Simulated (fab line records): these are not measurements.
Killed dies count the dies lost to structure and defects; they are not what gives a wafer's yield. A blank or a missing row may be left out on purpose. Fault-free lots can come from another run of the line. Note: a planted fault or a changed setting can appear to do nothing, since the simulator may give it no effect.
Comparing a struck lot with a sound one / flow sky130 / 15 steps out of a route of 708
Sound: these wafers, L147.2, L147.3, L147.5. Struck: wafer L148.1 (left out: L148.2, L148.3 of the same lot, which were not struck); the cause appears at the end.
Per side, at each step with rows, come the tool, then ch with its chambers, and then its first start. Under that, the readings that differ: sound wafers / struck wafers / difference of the means / sigmas: that difference in standard deviations of wafers without a fault.
alike: readings with means less than 2 such deviations apart, plus words and numbers identical on both sides. not compared: withheld readings, readings lacking a value on some wafer, bounds such as >300 that could conceal the same value, and numbers that have no deviation in the record and whose values overlap.
Wherever a step has rows on one side only, a row that says differs or no value, or a row with sigmas, the two part there. Non-overlapping numbers with no deviation appear without sigmas and do not part them. Lack of a reading on every wafer of one side parts them only where that side has two or more wafers.

SKY_VIA1_CMP_02: polishes SiO2.
  sound on cmp-02 ch 0,1,3, day 34 06:10; struck on cmp-01 ch 0, day 34 10:22
  alike: motor_current_A
SKY_VIA1_BOW_MEAS_03:
  struck on film_metro-01, day 34 10:40; sound on film_metro-03, day 34 06:26
reading=VIA1_BOW (um); sound=77 79 83; struck=104; difference=+24; sigmas=+3
then, 4 steps without rows for these wafers: SKY_VIA1_DEHYDRATE_04 (time 60 s); SKY_VIA1_HMDS_05 (prime time 60 s); SKY_VIA1_COAT_06 (resist thk 60 nm); SKY_VIA1_COAT_07 (resist thk 450 nm).
SKY_VIA1_SOFTBAKE_08: time 94.36 s.
  sound: litho_track-04 ch 0; struck: litho_track-03 ch 0
reading=plate_sensor_t_centre_C (C); sound=100.90 100.89 100.89; struck=100.87; difference=-0.02; sigmas=-2
  alike: plate_sensor_t_edge_C, resist_line_temp_C
then, 3 steps without rows for these wafers: SKY_VIA1_EXPOSE_09 (exposes mask VIM, target cd 150 nm); SKY_VIA1_PEB_10; SKY_VIA1_DEVELOP_11 (develop time 60 s).
SKY_VIA1_CD_MEAS_12: the cd target is 150 nm.
  struck on cd_sem-01, day 35 13:02; sound on cd_sem-02, day 35 09:41
reading=cd_nm (nm); sound=148.9 147.9 148.4; struck=152.2; difference=+3.8; sigmas=+3
SKY_VIA1_OVL_MEAS_13:
  struck on overlay-01, day 35 13:09; sound on overlay-01, day 35 09:47
  alike: VIA1_OVL
SKY_VIA1_ETCH_14: etches BARC in N2/H2, stops on SiO2, time 45.9 s, target depth 60 nm.
  sound on rie_diel-01 ch 0,1,2, day 35 09:49; struck on rie_diel-01 ch 2, day 35 13:11
reading=oes_product_au (a.u.); sound=0.852 0.848 0.861; struck=0.840; difference=-0.014; sigmas=-3
reading=run_length_s (s); sound=73.9 74.3 73.8; struck=76.1; difference=+2.1; sigmas=+5
  alike: drypump_motor_current_A, throttle_valve_pct
  not compared: rf_hours_counter_h
SKY_VIA1_ETCH_15: etches SiO2 in C4F8/O2/Ar, stops on TiN, target depth 351 nm, time 54 s.
  sound on rie_diel-01 ch 0,1,2, day 35 09:52; struck on rie_diel-01 ch 2, day 35 13:14
reading=run_length_s (s); sound=82.3 83.0 81.9; struck=83.4; difference=+1.0; sigmas=+3
  alike: oes_product_au
  not compared: rf_hours_counter_h
after that, 1 step had no rows for these wafers: SKY_PAD_OPEN_PROBE_99.

## WHERE THEY PART
First at SKY_VIA1_BOW_MEAS_03; last, within this record, at SKY_VIA1_ETCH_15.

WHY: what the simulator had put in
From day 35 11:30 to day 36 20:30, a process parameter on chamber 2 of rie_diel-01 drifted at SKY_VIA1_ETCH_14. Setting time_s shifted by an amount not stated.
